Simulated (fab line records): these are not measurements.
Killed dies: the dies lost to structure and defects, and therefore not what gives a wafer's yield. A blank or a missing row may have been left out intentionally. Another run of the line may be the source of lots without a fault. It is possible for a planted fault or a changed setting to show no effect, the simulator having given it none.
Matching of chambers || flow gf180mcu || rie-diel-03 running GF_V3_ETCH_16: 4 sister chambers
The step etches BARC in N2/H2. 14 wafers are shown with their chamber, then 7 later ones without.

== WAFERS PAIRED WITH THEIR CHAMBERS ==
{"wafer": "L076.2", "chamber": 0, "drypump-motor-current-A (A)": 6.4, "oes-product-au (a.u.)": 0.858, "throttle-valve-pct (%)": 13.208}
{"wafer": "L076.3", "chamber": 3, "drypump-motor-current-A (A)": 6.5, "oes-product-au (a.u.)": 0.862, "throttle-valve-pct (%)": 13.212}
{"wafer": "L076.4", "chamber": 1, "drypump-motor-current-A (A)": 6.1, "oes-product-au (a.u.)": 0.857, "throttle-valve-pct (%)": 13.238}
{"wafer": "L080.1", "chamber": 3, "drypump-motor-current-A (A)": 6.5, "oes-product-au (a.u.)": 0.849, "throttle-valve-pct (%)": 13.229}
{"wafer": "L080.4", "chamber": 1, "drypump-motor-current-A (A)": 6.1, "oes-product-au (a.u.)": 0.855, "throttle-valve-pct (%)": 13.223}
{"wafer": "L080.6", "chamber": 1, "drypump-motor-current-A (A)": 6.1, "oes-product-au (a.u.)": 0.852, "throttle-valve-pct (%)": 13.227}
{"wafer": "L081.3", "chamber": 3, "drypump-motor-current-A (A)": 6.5, "oes-product-au (a.u.)": 0.855, "throttle-valve-pct (%)": 13.220}
{"wafer": "L081.5", "chamber": 0, "drypump-motor-current-A (A)": 6.4, "oes-product-au (a.u.)": 0.855, "throttle-valve-pct (%)": 13.223}
{"wafer": "L081.6", "chamber": 1, "drypump-motor-current-A (A)": 6.1, "oes-product-au (a.u.)": 0.851, "throttle-valve-pct (%)": 13.224}
{"wafer": "L090.2", "chamber": 2, "drypump-motor-current-A (A)": 5.5, "oes-product-au (a.u.)": 0.860, "throttle-valve-pct (%)": 13.238}
{"wafer": "L090.5", "chamber": 0, "drypump-motor-current-A (A)": 6.5, "oes-product-au (a.u.)": 0.856, "throttle-valve-pct (%)": 13.241}
{"wafer": "L090.6", "chamber": 3, "drypump-motor-current-A (A)": 6.5, "oes-product-au (a.u.)": 0.852, "throttle-valve-pct (%)": 13.204}
{"wafer": "L094.1", "chamber": 1, "drypump-motor-current-A (A)": 6.1, "oes-product-au (a.u.)": 0.851, "throttle-valve-pct (%)": 13.206}
{"wafer": "L094.2", "chamber": 3, "drypump-motor-current-A (A)": 6.6, "oes-product-au (a.u.)": 0.865, "throttle-valve-pct (%)": 13.236}

SIGNATURES (means of the wafers above)
{"reading": "drypump-motor-current-A", "chamber 0": 6.433, "chamber 1": 6.100, "chamber 2": 5.500, "chamber 3": 6.520, "scatter within a chamber": 0.0383}
{"reading": "oes-product-au", "chamber 0": 0.85633, "chamber 1": 0.85320, "chamber 2": 0.86000, "chamber 3": 0.85660, "scatter within a chamber": 0.00463}
{"reading": "throttle-valve-pct", "chamber 0": 13.22400, "chamber 1": 13.22360, "chamber 2": 13.23800, "chamber 3": 13.22020, "scatter within a chamber": 0.0132}
Rule: a wafer's distance from a chamber is the root of the sum, over the readings, of the square of ((its reading less the chamber's mean) divided by the reading's scatter). If the next closest chamber is less than 2 further off than the closest, the wafer can't be placed; otherwise it belongs to the closest. The scatter: take each reading less its chamber's mean, square it, sum over the shown wafers, divide by the number of wafers less the number of chambers, and take the root.

== WAFERS WHOSE CHAMBER IS MISSING ==
{"wafer": "L094.6", "drypump-motor-current-A (A)": 6.1, "oes-product-au (a.u.)": 0.845, "throttle-valve-pct (%)": 13.213}
{"wafer": "L095.1", "drypump-motor-current-A (A)": 6.5, "oes-product-au (a.u.)": 0.863, "throttle-valve-pct (%)": 13.224}
{"wafer": "L095.2", "drypump-motor-current-A (A)": 6.4, "oes-product-au (a.u.)": 0.858, "throttle-valve-pct (%)": 13.228}
{"wafer": "L095.3", "drypump-motor-current-A (A)": 5.6, "oes-product-au (a.u.)": 0.853, "throttle-valve-pct (%)": 13.218}
{"wafer": "L097.1", "drypump-motor-current-A (A)": 6.5, "oes-product-au (a.u.)": 0.852, "throttle-valve-pct (%)": 13.234}
{"wafer": "L097.5", "drypump-motor-current-A (A)": 5.6, "oes-product-au (a.u.)": 0.859, "throttle-valve-pct (%)": 13.233}
{"wafer": "L097.6", "drypump-motor-current-A (A)": 6.5, "oes-product-au (a.u.)": 0.853, "throttle-valve-pct (%)": 13.231}

== WHICH CHAMBER EACH ONE RAN IN ==
{"wafer": "L094.6", "from the rows above": 1, "in truth": 1}
{"wafer": "L095.1", "from the rows above": "can't be placed: 3 or 0", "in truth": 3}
{"wafer": "L095.2", "from the rows above": 0, "in truth": 0}
{"wafer": "L095.3", "from the rows above": 2, "in truth": 2}
{"wafer": "L097.1", "from the rows above": "can't be placed: 3 or 0", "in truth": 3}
{"wafer": "L097.5", "from the rows above": 2, "in truth": 2}
{"wafer": "L097.6", "from the rows above": "can't be placed: 3 or 0", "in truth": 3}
Placed correctly: 4 of 7. Unplaceable from these rows: 3, with the true chamber sitting among the candidates in 3. Number placed wrongly: 0.
